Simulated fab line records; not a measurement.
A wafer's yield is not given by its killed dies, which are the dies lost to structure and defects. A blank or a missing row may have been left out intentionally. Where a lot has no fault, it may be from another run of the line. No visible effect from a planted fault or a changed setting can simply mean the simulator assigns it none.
Which tool was responsible? -- flow sky130 -- 39 wafers from 13 lots sampled at 5 of the route's 708 steps

## WHAT EACH GAUGE READ, for each wafer
SKY_VT_ADJUST_LVTN_OVL_MEAS_07. Usual: for VT_ADJUST_LVTN_OVL the level is 0.1 nm and the standard deviation is 1.3.
lot,measured,on,VT_ADJUST_LVTN_OVL (nm),flag
L148,day 6 18:20,overlay-02,-0.4 -1.0 -1.0,
L149,day 6 22:57,overlay-01,1.6 2.2 2.4,
L150,day 7 04:17,overlay-01,0.8 0.2 0.6,
L151,day 7 22:03,overlay-01,-0.5 -1.5 0.3,
L152,day 8 01:08,overlay-01,-0.1 1.2 -0.4,
L153,day 8 04:00,overlay-02,1.1 -0.3 0.1,
L154,day 8 07:14,overlay-02,-2.1 0.8 -2.6,
L155,day 8 20:17,overlay-02,-1.8 -0.9 -0.1,
L156,day 8 23:47,overlay-02,-0.4 1.9 1.6,
L160,day 9 21:59,overlay-02,-2.1 -1.5 -1.4,
L163,day 10 23:06,overlay-01,0.4 0.0 0.2,
L165,day 11 09:10,overlay-02,-0.9 1.4 0.1,
L167,day 12 12:46,overlay-01,2.9 2.4 1.7,

SKY_VT_ADJUST_HVTR_OVL_MEAS_08. Usual: for VT_ADJUST_HVTR_OVL the level is -0.8 nm and the standard deviation is 1.3.
lot,measured,on,VT_ADJUST_HVTR_OVL (nm),flag
L148,day 9 04:51,overlay-02,-1.2 0.0 -1.9,
L149,day 9 09:10,overlay-01,-2.2 -2.6 -1.5,
L150,day 9 17:58,overlay-01,0.0 -0.8 -1.5,
L151,day 10 12:43,overlay-02,-0.8 0.4 -0.8,
L152,day 10 18:21,overlay-01,-1.4 -1.6 -1.5,
L153,day 10 20:19,overlay-02,-1.8 -0.6 -1.7,
L154,day 11 00:22,overlay-01,-2.9 -4.0 -1.1,
L155,day 11 16:16,overlay-01,132.6 131.8 132.1 133.8 133.4 133.0,OFF
L156,day 11 19:06,overlay-01,2.0 -0.1 0.0,
L160,day 12 22:04,overlay-02,130.7 130.2 129.5 131.7 131.7 130.8,OFF
L163,day 14 00:49,overlay-02,1.3 -1.0 -0.6,
L165,day 14 12:29,overlay-01,-1.1 -0.7 -0.9,
L167,day 15 18:38,overlay-01,1.5 1.6 1.7,

SKY_SONOS_TUNNEL_CD_MEAS_07 targets a cd of 410 nm. Usual: cdNm reads 410.1 nm (standard deviation 2.1).
lot,measured,on,cdNm (nm),flag
L148,day 11 00:21,cdSem-01,407.6 409.2 410.3,
L149,day 11 06:28,cdSem-02,408.9 410.5 410.9,
L150,day 11 15:18,cdSem-01,406.5 408.8 409.1,
L151,day 12 13:04,cdSem-02,410.6 411.9 413.1,
L152,day 12 19:05,cdSem-01,407.8 406.6 408.0,
L153,day 12 20:44,cdSem-01,409.4 412.7 411.5,
L154,day 13 01:59,cdSem-01,405.8 404.5 406.3,
L156,day 13 20:21,cdSem-01,413.5 414.6 413.2,
L163,day 16 07:22,cdSem-02,410.2 406.7 409.8,
L165,day 16 19:17,cdSem-02,412.1 410.4 411.0,
L167,day 18 03:18,cdSem-01,411.4 412.1 411.8,

## EACH LOT AND THE TOOL THAT RAN IT (in order: tool; ch and the chambers of the sampled wafers; start)
lot,SKY_VT_ADJUST_HVTR_EXPOSE_04,SKY_VT_ADJUST_PCH_STRIP_09
L148,"ilineStepper-02 ch 0, day 8 18:38","plasmaAsher-02 ch 0,1, day 10 02:26"
L149,"ilineStepper-02 ch 0, day 8 22:12","plasmaAsher-02 ch 0,1, day 10 07:19"
L150,"ilineStepper-01 ch 0, day 9 06:49","plasmaAsher-03 ch 0,1, day 10 15:59"
L151,"ilineStepper-01 ch 0, day 10 02:16","plasmaAsher-04 ch 0,1, day 11 12:23"
L152,"ilineStepper-01 ch 0, day 10 06:32","plasmaAsher-04 ch 0,1, day 11 17:58"
L153,"ilineStepper-02 ch 0, day 10 08:46","plasmaAsher-02 ch 0,1, day 11 19:47"
L154,"ilineStepper-02 ch 0, day 10 13:02","plasmaAsher-04 ch 0,1, day 12 01:35"
L155,"ilineStepper-02 ch 0, day 11 04:08",-
L156,"ilineStepper-01 ch 0, day 11 07:16","plasmaAsher-03 ch 0,1, day 12 20:34"
L160,"ilineStepper-02 ch 0, day 12 09:46",-
L163,"ilineStepper-01 ch 0, day 13 12:07","plasmaAsher-02 ch 0,1, day 15 03:49"
L165,"ilineStepper-01 ch 0, day 13 23:44","plasmaAsher-03 ch 0,1, day 15 15:40"
L167,"ilineStepper-01 ch 0, day 15 04:38","plasmaAsher-04 ch 0,1, day 16 22:21"
- SKY_VT_ADJUST_HVTR_EXPOSE_04: exposes mask HVTRM, target cd 380 nm.
- SKY_VT_ADJUST_PCH_STRIP_09: strips in O2/N2.

## WHAT THE TOOLS THEMSELVES READ (means of the sampled wafers that have a number; where no wafer has one, the mark that the record gives instead)
SKY_VT_ADJUST_PCH_STRIP_09. Usual: drypumpMotorCurrentA 5.9 A, standard deviation 0.36; oesProductAu 0.723 a.u., standard deviation 0.0045; stripTimeToEndpointS 36.91 s, standard deviation 0.092.
lot,tool,drypumpMotorCurrentA (A),oesProductAu (a.u.),stripTimeToEndpointS (s),flag
L148,plasmaAsher-02,6.0,0.728,36.87,
L149,plasmaAsher-02,5.8,0.719,36.93,
L150,plasmaAsher-03,5.3,0.722,36.91,
L151,plasmaAsher-04,6.1,0.723,36.97,
L152,plasmaAsher-04,6.1,0.724,36.84,
L153,plasmaAsher-02,6.0,0.722,36.78,
L154,plasmaAsher-04,6.1,0.727,36.95,
L156,plasmaAsher-03,5.4,0.716,36.92,
L163,plasmaAsher-02,5.8,0.722,36.85,
L165,plasmaAsher-03,5.4,0.721,36.74,
L167,plasmaAsher-04,6.1,0.723,37.01,

## THE ANSWER, worked out from the rows above alone
Rule: a lot counts as off when the mean over its wafers that have a number is more than 3 standard deviations away from the usual mean. A lot without any number at a reading at which 4 lots or more have one is off too. All remaining lots with rows at the step are treated as sound. First the gauges in route order, then the tools' own readings, where a lot's mean is used as printed above. The first step at which some lot is off is used, and at that step the reading that is off furthest; a lot without a number counts as furthest.
Off: at SKY_VT_ADJUST_HVTR_OVL_MEAS_08 (VT_ADJUST_HVTR_OVL), L155, L160.
If a tool, at a process step before that reading, ran all the lots that are off and no sound lot after the first of them, it fits. Those tools and the gauges at SKY_VT_ADJUST_HVTR_OVL_MEAS_08 are tried in the same way. One fits: SKY_VT_ADJUST_HVTR_EXPOSE_04 on ilineStepper-02. A fault onset in the window from L154 (day 10 13:02, its last sound lot) to L155 (day 11 04:08, its first lot off) fits.

## WHAT THE SIMULATOR HAD PUT IN
Scanner matching overlay: ilineStepper-02, from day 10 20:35 on, at SKY_VT_ADJUST_HVTR_EXPOSE_04. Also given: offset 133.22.
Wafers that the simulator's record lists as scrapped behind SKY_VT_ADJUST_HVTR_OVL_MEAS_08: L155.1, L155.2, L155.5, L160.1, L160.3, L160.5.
Lots struck among those shown: L155, L160. The rule above reached the same finding.
